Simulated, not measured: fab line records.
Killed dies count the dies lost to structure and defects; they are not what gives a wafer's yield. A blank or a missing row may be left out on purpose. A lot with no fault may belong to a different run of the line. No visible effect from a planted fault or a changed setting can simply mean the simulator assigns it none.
Which tool is to blame? -- flow sky130 -- Sampling: 6 lots, 18 wafers, 2 of 708 route steps

WHAT THE GAUGES SHOWED, per wafer
SKY_LDD_HVP_TW_MEAS_10.
lot,measured,on,LDD_HVP_TW
L908,day 22 01:31,film metro-04,450.2 452.7 449.8
L914,day 24 11:05,film metro-02,454.0 451.6 454.2
L916,day 25 06:25,film metro-03,458.0 455.7 455.6
L918,day 25 23:12,film metro-04,447.4 448.2 448.0
L922,day 27 05:49,film metro-02,453.2 453.7 453.9
L926,day 28 12:38,film metro-03,454.6 455.0 453.8

WHICH TOOL RAN EACH LOT (tool, then ch and the chambers of the sampled wafers, then the start)
lot,SKY_LDD_HVN_STRIP_09
L908,"plasma asher-01 ch 0,1, day 20 17:13"
L914,"plasma asher-01 ch 0,1, day 23 04:53"
L916,"plasma asher-03 ch 0,1, day 23 23:57"
L918,"plasma asher-03 ch 0,1, day 24 18:26"
L922,"plasma asher-02 ch 0,1, day 26 00:04"
L926,"plasma asher-01 ch 0,1, day 27 07:38"
- SKY_LDD_HVN_STRIP_09: strips in O2/N2.

THE ANSWER, worked out from the rows above alone
Rule: the usual values come from the lots themselves. Put in order of their means at a reading, lots are off if they are a third of the lots or fewer, leave a main group of 4 or more, and stand apart from it by a gap of 3 or more times the standard deviation of the main group's means; of several such gaps the widest counts. Not used: any main group whose means are identical at the precision the tables above print for the reading. Also off: a lot with no number at a reading for which 4 or more lots have one. The other lots that the step has rows for count as sound.
Across all readings shown, no lot is off: no conclusion can be drawn from this.

WHAT THE SIMULATOR HAD INSERTED
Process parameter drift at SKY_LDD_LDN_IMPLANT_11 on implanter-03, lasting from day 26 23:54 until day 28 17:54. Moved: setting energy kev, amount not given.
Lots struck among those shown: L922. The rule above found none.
